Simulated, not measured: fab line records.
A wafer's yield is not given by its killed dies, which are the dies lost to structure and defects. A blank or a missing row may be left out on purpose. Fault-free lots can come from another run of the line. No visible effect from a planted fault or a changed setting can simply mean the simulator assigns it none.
Split-lot trial	flow gf180mcu	on a route of 602 steps: 5 lots, 23 wafers read

== ON THE SPLIT ==
At GF_V2_COAT_09 (resist thk 1000 nm), the setting resist_thk_nm was moved away from the recipe's 1000 nm on 10 of the 23 wafers read, by -5.2% to +3.8%. This setting was run at the recipe's value on the other wafers.

== FROM THE SPLIT TO THE READING: what the file shows between them, 2 steps ==
- GF_V2_ETCH_16: etches BARC in N2/H2 (also split here: bias_w)
- GF_V2_ETCH_17: etches SiO2 in C4F8/O2/Ar, stops on TiN, target depth 630 nm

== THE READING ==
oes_product_au, in a.u., at GF_V2_STRIP_18 (strips in O2/N2). Typical for fault-free wafers on this fab line: 0.592 a.u., with standard deviation 0.0044 a.u.

wafer	tool, chamber at the split	resist_thk_nm as run, nm	against the recipe	oes_product_au, a.u.	against lot-mates on the recipe
L074.1	litho_track-04, 0	1000	recipe	0.592	-
L074.3	litho_track-04, 0	981.7	-1.8%	0.579	-0.010
L074.4	litho_track-04, 0	981.7	-1.8%	0.578	-0.011
L074.5	litho_track-04, 0	1000	recipe	0.587	-
L074.6	litho_track-04, 0	981.7	-1.8%	0.584	-0.005
L076.1	litho_track-03, 0	1000	recipe	0.587	-
L076.2	litho_track-03, 0	948.2	-5.2%	0.575	-0.016
L076.3	litho_track-03, 0	1000	recipe	0.595	-
L076.5	litho_track-03, 0	948.2	-5.2%	0.571	-0.020
L076.6	litho_track-03, 0	1000	recipe	0.591	-
L078.1	litho_track-02, 0	1000	recipe	0.589	-
L078.2	litho_track-02, 0	1038	+3.8%	0.617	+0.025
L078.3	litho_track-02, 0	1038	+3.8%	0.614	+0.022
L078.4	litho_track-02, 0	1000	recipe	0.594	-
L078.5	litho_track-02, 0	1000	recipe	0.594	-
L083.1	litho_track-04, 0	960.2	-4.0%	0.570	-0.021
L083.2	litho_track-04, 0	1000	recipe	0.591	-
L083.3	litho_track-04, 0	1000	recipe	0.590	-
L083.4	litho_track-04, 0	960.2	-4.0%	0.569	-0.022
L083.6	litho_track-04, 0	960.2	-4.0%	0.583	-0.008
L084.1	litho_track-02, 0	1000	recipe	0.591	-
L084.4	litho_track-02, 0	1000	recipe	0.591	-
L084.6	litho_track-02, 0	1000	recipe	0.588	-

THE FIT
A straight line over all 23 wafers: oes_product_au changes by +0.00466 a.u. for each +1% of resist_thk_nm; r = +0.93; the points scatter about the line by 0.0044 a.u.
The same after taking each lot's own level away (the mean of its wafers on the recipe; 23 wafers): +0.0045 a.u. for each +1%; r = +0.94; scatter 0.004 a.u.
That fit puts the effect of the largest move of resist_thk_nm on the reading at 0.023 a.u.
Measured against the standard deviation above, the lots' own levels, which go from 0.5895 to 0.5923 a.u., span 0.6 times it.
Hence the lot-to-lot level has little effect on the slope; both slopes agree.
Check: for one of the wafers moved furthest among these (-5.2%), held out of the fit, the line's prediction against its lot-mates is -0.0238 a.u. It came out at -0.016 a.u. against them.

== THE OTHER SPLITS THESE WAFERS WENT THROUGH ==
These wafers also went through other splits before the reading. Each is held against what the fit with the lots' levels taken away leaves over:
other split on the same wafers	wafers away from the commonest value	r with oes_product_au (lot level and that fit taken away)
GF_M1_SPUTTER_01 time_s	8	+0.02
GF_M1_METAL_ETCH_16 bias_w	7	+0.27
GF_V1_CMP_04 leave_above_ref_nm	5	+0.03
GF_V1_PEB_12 peb_temp_c	8	-0.06
GF_V1_SPUTTER_21 time_s	10	+0.09
GF_V2_ETCH_16 bias_w	8	-0.03

== THE WHOLE CHAIN: every reading that the file lists as answering this split, in the file's order ==
step	what it does	reading	change (the file's fit)	r (the file's)
GF_V2_COAT_09	resist thk 1000 nm	KrF_of_V2_COAT_09.thk_nm (the simulator's own value, which no gauge read)	+10 nm for each +1% of the setting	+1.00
GF_V2_STRIP_18	strips in O2/N2	oes_product_au	+0.00439 a.u. for each +1% of the setting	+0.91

== FILE'S OWN FIT ==
oes_product_au changes by +0.00439 a.u. for each +1% of resist_thk_nm, r = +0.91.
